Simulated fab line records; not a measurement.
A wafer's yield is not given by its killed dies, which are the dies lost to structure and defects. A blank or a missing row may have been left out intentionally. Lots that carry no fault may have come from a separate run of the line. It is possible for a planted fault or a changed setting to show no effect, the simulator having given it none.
fab line records    flow gf180mcu
record: lots: 14  wafers: 42  last_day: 34
route steps=602 shown DNWELL@39 LVPWELL@65 VT_IMPLANT@111
lots with no fault: from the same line, run without faults
start_h: start of the lot's first displayed wafer, in hours after the record's first day    wait_h: hours from the lot's prior step to this one    " same as the row above    L1.1+2: a single row standing in for several wafers    - value missing, or start not given    * or withheld: withheld    < > ~ a bound
route shown NAME@n: NAME is a module with steps in the file, n the number in the route of the first one    usual: average and standard deviation across the fault-free wafers    same: alike in all rows    chamber/n: place in a boat    sites: readings site by site    _std_site: standard deviation across them    _edge_site: the outer-site mean with the inner-site mean subtracted    radius_mm: for every site, how far away it sits from the centre of the wafer    mask NAME#n: copy n    behind: the last tool/chamber to shape the wafer    hold: what put the lot on hold/how long, in hours/how the hold closed    device: transistor that didn't switch, given as n, p or np    end of line: tests run on the same wafers once the route is complete    step lacking rows: just its recipe    killed: count of dies lost to structure and defects at first sort (not the wafer's yield)    map: shows each die of a wafer: x if killed, . if not, _ if none is there
set.NAME: the setting that was run; set.NAME@STEP: the one run at that earlier step    model.NAME: the simulator's own value behind a step, which no gauge read
steps of the route over a sample of lots; a table a step, a row a wafer
services: when a tool's chamber went out of use (start_h, in hours from the record's first day, below 0 if earlier), for how many hours, and the reason
== steps ==
step: GF_DNWELL_IMPLANT_07
recipe: species: P  energy_kev: 1500  dose_cm2: 1e+13  tilt_deg: 0
usual: beam_on_s: 10.02/0.19  end_station_pressure_torr: 5.03e-06/2.7e-07  faraday_current_uA: 56.3/1
lot.wafer  tool          chamber  start_h  wait_h  beam_on_s  end_station_pressure_torr  faraday_current_uA
L378.2     implanter-03  0        47.63    -       10.03      5.4e-06                    56.4
L378.3     "             0        "        "       10.15      4.92e-06                   55.5
L378.4     "             0        "        "       10.23      5.4e-06                    55.3
L379.1     implanter-02  0        53.81    -       9.78       4.66e-06                   57.6
L379.3     "             0        "        "       10.16      4.68e-06                   55.6
L379.5     "             0        "        "       10.02      5.44e-06                   56.6
L380.1     implanter-03  0        58.16    -       9.93       5.53e-06                   56.9
L380.4     "             0        "        "       10.14      4.78e-06                   55.6
L380.5     "             0        "        "       10.20      4.61e-06                   55.0
L381.3     implanter-02  0        63.45    -       10.10      4.92e-06                   55.9
L381.4     "             0        "        "       9.95       4.97e-06                   56.8
L381.5     "             0        "        "       10.17      4.97e-06                   55.6
L382.1     implanter-04  0        68.16    -       10.25      5.2e-06                    55.3
L382.2     "             0        "        "       9.72       5.42e-06                   58.1
L382.4     "             0        "        "       9.86       4.95e-06                   57.3
L383.1     implanter-02  0        74.11    -       10.24      4.73e-06                   54.9
L383.4     "             0        "        "       9.93       4.7e-06                    56.6
L383.5     "             0        "        "       10.12      5.23e-06                   55.6
L384.1     implanter-03  0        79.31    -       9.94       5.01e-06                   56.7
L384.3     "             0        "        "       10.19      5.4e-06                    55.3
L384.4     "             0        "        "       9.68       4.78e-06                   58.3
L386.3     implanter-04  0        89.41    -       10.18      5.04e-06                   55.3
L386.5     "             0        "        "       9.80       5.17e-06                   57.5
L386.6     "             0        "        "       10.38      5.51e-06                   54.2
L388.1     implanter-03  0        101.65   -       9.98       5.19e-06                   56.5
L388.3     "             0        "        "       10.16      5.26e-06                   55.4
L388.4     "             0        "        "       10.09      4.85e-06                   56.1
L395.4     implanter-02  0        139.63   -       11.53      7.895e-05                  48.4
L395.5     "             0        "        "       11.41      8.294e-05                  48.6
L395.6     "             0        "        "       11.11      7.937e-05                  50.3
L397.3     implanter-02  0        148.25   -       11.54      8.978e-05                  48.1
L397.4     "             0        "        "       11.47      8.291e-05                  48.5
L397.5     "             0        "        "       11.38      8.835e-05                  48.7
L398.1     implanter-04  0        153.80   -       10.35      5.41e-06                   54.7
L398.4     "             0        "        "       9.95       5.04e-06                   56.9
L398.5     "             0        "        "       10.21      4.33e-06                   55.2
L399.2     implanter-04  0        159.38   -       10.06      4.49e-06                   55.8
L399.3     "             0        "        "       9.82       5.25e-06                   57.1
L399.6     "             0        "        "       9.81       5.05e-06                   57.4
L400.1     implanter-03  0        164.15   -       10.00      5.1e-06                    56.3
L400.5     "             0        "        "       10.21      5.53e-06                   55.3
L400.6     "             0        "        "       10.16      4.56e-06                   55.4
step: GF_DNWELL_TW_MEAS_09
usual: DNWELL_TW: 1350/11
lot.wafer  tool           chamber  start_h  wait_h  hold                      DNWELL_TW
L378.2     film_metro-02  -        47.86    0.1     -                         1339
L378.3     "              -        "        "       -                         1350
L378.4     "              -        "        "       -                         1347
L379.1     film_metro-03  -        54.06    0.1     -                         1362
L379.3     "              -        "        "       -                         1357
L379.5     "              -        "        "       -                         1364
L380.1     film_metro-02  -        58.41    0.1     -                         1332
L380.4     "              -        "        "       -                         1330
L380.5     "              -        "        "       -                         1331
L381.3     film_metro-02  -        63.67    0.1     -                         1340
L381.4     "              -        "        "       -                         1338
L381.5     "              -        "        "       -                         1338
L382.1     film_metro-04  -        68.41    0.1     -                         1380
L382.2     "              -        "        "       -                         1386
L382.4     "              -        "        "       -                         1366
L383.1     film_metro-03  -        74.36    0.1     -                         1342
L383.4     "              -        "        "       -                         1343
L383.5     "              -        "        "       -                         1343
L384.1     film_metro-02  -        79.56    0.1     -                         1334
L384.3     "              -        "        "       -                         1337
L384.4     "              -        "        "       -                         1337
L386.3     film_metro-03  -        89.63    0.1     -                         1350
L386.5     "              -        "        "       -                         1354
L386.6     "              -        "        "       -                         1355
L388.1     film_metro-02  -        101.90   0.1     -                         1345
L388.3     "              -        "        "       -                         1343
L388.4     "              -        "        "       -                         1338
L395.4     film_metro-02  -        139.83   0.1     await_dispo/0.2h/release  1399
L395.5     "              -        "        "       await_dispo/0.2h/release  1404
L395.6     "              -        "        "       await_dispo/0.2h/release  1401
L395.4     film_metro-02  -        140.09   0.2     -                         1400
L395.5     "              -        "        "       -                         1403
L395.6     "              -        "        "       -                         1403
L397.3     film_metro-03  -        148.47   0.1     await_dispo/0.2h/release  1403
L397.4     "              -        "        "       await_dispo/0.2h/release  1406
L397.5     "              -        "        "       await_dispo/0.2h/release  1409
L397.3     film_metro-03  -        148.70   0.2     -                         1403
L397.4     "              -        "        "       -                         1404
L397.5     "              -        "        "       -                         1410
L398.1     film_metro-02  -        154.05   0.1     -                         1349
L398.4     "              -        "        "       -                         1345
L398.5     "              -        "        "       -                         1357
L399.2     film_metro-03  -        159.62   0.1     -                         1372
L399.3     "              -        "        "       -                         1367
L399.6     "              -        "        "       -                         1360
L400.1     film_metro-02  -        164.40   0.1     -                         1349
L400.5     "              -        "        "       -                         1341
L400.6     "              -        "        "       -                         1341
step: GF_LVPWELL_TW_MEAS_11
usual: LVPWELL_TW: 559/7
lot.wafer  tool           chamber  start_h  wait_h  LVPWELL_TW
L378.2     film_metro-01  -        74.35    0.1     549
L378.3     "              -        "        "       549
L378.4     "              -        "        "       548
L379.1     film_metro-03  -        80.39    0.1     556
L379.3     "              -        "        "       562
L379.5     "              -        "        "       558
L380.1     film_metro-03  -        85.24    0.1     555
L380.4     "              -        "        "       559
L380.5     "              -        "        "       558
L381.3     film_metro-01  -        91.26    0.1     551
L381.4     "              -        "        "       544
L381.5     "              -        "        "       547
L382.1     film_metro-01  -        96.19    0.1     550
L382.2     "              -        "        "       551
L382.4     "              -        "        "       550
L383.1     film_metro-03  -        101.95   0.1     564
L383.4     "              -        "        "       564
L383.5     "              -        "        "       565
L384.1     film_metro-01  -        107.34   0.1     550
L384.3     "              -        "        "       549
L384.4     "              -        "        "       549
L386.3     film_metro-04  -        118.17   0.1     565
L386.5     "              -        "        "       563
L386.6     "              -        "        "       562
L388.1     film_metro-04  -        130.65   0.1     563
L388.3     "              -        "        "       561
L388.4     "              -        "        "       565
L395.4     film_metro-04  -        172.52   0.1     564
L395.5     "              -        "        "       565
L395.6     "              -        "        "       568
L397.3     film_metro-03  -        180.56   0.1     561
L397.4     "              -        "        "       563
L397.5     "              -        "        "       565
L398.1     film_metro-04  -        187.04   0.1     563
L398.4     "              -        "        "       565
L398.5     "              -        "        "       563
L399.2     film_metro-04  -        193.15   0.1     565
L399.3     "              -        "        "       563
L399.6     "              -        "        "       564
L400.1     film_metro-03  -        198.34   0.1     559
L400.5     "              -        "        "       559
L400.6     "              -        "        "       559
step: GF_VT_IMPLANT_TW_MEAS_21
usual: VT_IMPLANT_2_TW: 1204/10
lot.wafer  tool           chamber  start_h  wait_h  VT_IMPLANT_2_TW
L378.2     film_metro-02  -        130.35   0.1     1210
L378.3     "              -        "        "       1212
L378.4     "              -        "        "       1205
L379.1     film_metro-02  -        137.14   0.1     1207
L379.3     "              -        "        "       1204
L379.5     "              -        "        "       1201
L380.1     film_metro-02  -        143.69   0.1     1205
L380.4     "              -        "        "       1205
L380.5     "              -        "        "       1204
L381.3     film_metro-02  -        150.62   0.1     1211
L381.4     "              -        "        "       1216
L381.5     "              -        "        "       1219
L382.1     film_metro-02  -        157.05   0.1     1213
L382.2     "              -        "        "       1210
L382.4     "              -        "        "       1209
L383.1     film_metro-01  -        161.14   0.1     1186
L383.4     "              -        "        "       1178
L383.5     "              -        "        "       1183
L384.1     film_metro-02  -        168.30   0.1     1199
L384.3     "              -        "        "       1203
L384.4     "              -        "        "       1202
L386.3     film_metro-02  -        181.17   0.1     1203
L386.5     "              -        "        "       1202
L386.6     "              -        "        "       1205
L388.1     film_metro-03  -        194.95   0.1     1213
L388.3     "              -        "        "       1211
L388.4     "              -        "        "       1213
L395.4     film_metro-02  -        242.57   0.1     1204
L395.5     "              -        "        "       1199
L395.6     "              -        "        "       1196
L397.3     film_metro-01  -        252.27   0.1     1197
L397.4     "              -        "        "       1205
L397.5     "              -        "        "       1208
L398.1     film_metro-01  -        257.64   0.1     1206
L398.4     "              -        "        "       1208
L398.5     "              -        "        "       1202
L399.2     film_metro-01  -        265.70   0.1     1200
L399.3     "              -        "        "       1198
L399.6     "              -        "        "       1201
L400.1     film_metro-02  -        271.80   0.1     1210
L400.5     "              -        "        "       1211
L400.6     "              -        "        "       1207
step: GF_VT_IMPLANT_RS_MEAS_48
recipe: thk_meas_gauge: four-point-probe
usual: LVPWELL_RS: 1198/3.5
lot.wafer  tool           chamber  start_h  wait_h  LVPWELL_RS[ohm/sq]
L378.2     film_metro-04  -        162.12   0.1     1200
L378.3     "              -        "        "       1197
L378.4     "              -        "        "       1199
L379.1     film_metro-04  -        169.10   0.1     1200
L379.3     "              -        "        "       1196
L379.5     "              -        "        "       1198
L380.1     film_metro-01  -        175.98   0.1     1195
L380.4     "              -        "        "       1197
L380.5     "              -        "        "       1194
L381.3     film_metro-04  -        183.83   0.1     1197
L381.4     "              -        "        "       1199
L381.5     "              -        "        "       1199
L382.1     film_metro-03  -        190.84   0.1     1199
L382.2     "              -        "        "       1199
L382.4     "              -        "        "       1197
L383.1     film_metro-04  -        194.74   0.1     1198
L383.4     "              -        "        "       1193
L383.5     "              -        "        "       1193
L384.1     film_metro-01  -        202.19   0.1     1195
L384.3     "              -        "        "       1199
L384.4     "              -        "        "       1197
L386.3     film_metro-01  -        215.53   0.1     1194
L386.5     "              -        "        "       1196
L386.6     "              -        "        "       1196
L388.1     film_metro-03  -        231.11   0.1     1204
L388.3     "              -        "        "       1206
L388.4     "              -        "        "       1203
L395.4     film_metro-03  -        281.16   0.1     1203
L395.5     "              -        "        "       1205
L395.6     "              -        "        "       1204
L397.3     film_metro-04  -        292.44   0.1     1189
L397.4     "              -        "        "       1190
L397.5     "              -        "        "       1188
L398.1     film_metro-04  -        297.59   0.1     1201
L398.4     "              -        "        "       1199
L398.5     "              -        "        "       1198
L399.2     film_metro-03  -        306.97   0.1     1195
L399.3     "              -        "        "       1200
L399.6     "              -        "        "       1198
L400.1     film_metro-03  -        313.15   0.1     1196
L400.5     "              -        "        "       1201
L400.6     "              -        "        "       1200
== services ==
tool          chamber  start_h  hours  kind
implanter-04  -        29.47    3.0    pm
implanter-04  -        33.65    5.9    pm
implanter-04  -        55.89    8.8    repair
implanter-02  -        151.78   2.6    repair
== key ==
first_sign: step: GF_DNWELL_IMPLANT_07  reading: end_station_pressure_torr  direction: up  sigmas: 99+  usual: 5.03e-06  struck: 8.372e-05
effect: step: GF_DNWELL_IMPLANT_07  reading: beam_on_s  direction: up  sigmas: 7.4  usual: 10.02  struck: 11.41
effect: step: GF_DNWELL_TW_MEAS_09  reading: visit  direction: added
met_at GF_DNWELL_IMPLANT_07
struck_lots L395,L397
tester_left_out L395,L397
not_acting_at GF_LVPWELL_TW_MEAS_11,GF_VT_IMPLANT_TW_MEAS_21,GF_VT_IMPLANT_RS_MEAS_48
onset_between 74.11 139.63
fault: kind: process_parameter_drift  tool: implanter-02  chamber: -  onset_h: 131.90  steps: GF_DNWELL_IMPLANT_07  channel: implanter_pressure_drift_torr  offset: 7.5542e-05  shape: step  end_h: 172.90
fault: kind: process_parameter_drift  tool: implanter-02  chamber: -  onset_h: 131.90  steps: GF_DNWELL_IMPLANT_07  channel: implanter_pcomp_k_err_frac  offset: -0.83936  shape: step  end_h: 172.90
tester_left_out: of these lots the tester's yield and bins aren't shown, on N5 and GAA mostly nor the transistor test; their killed dies are dies lost to structure and defects alone, not to doping, threshold or leakage, so they don't give the yield
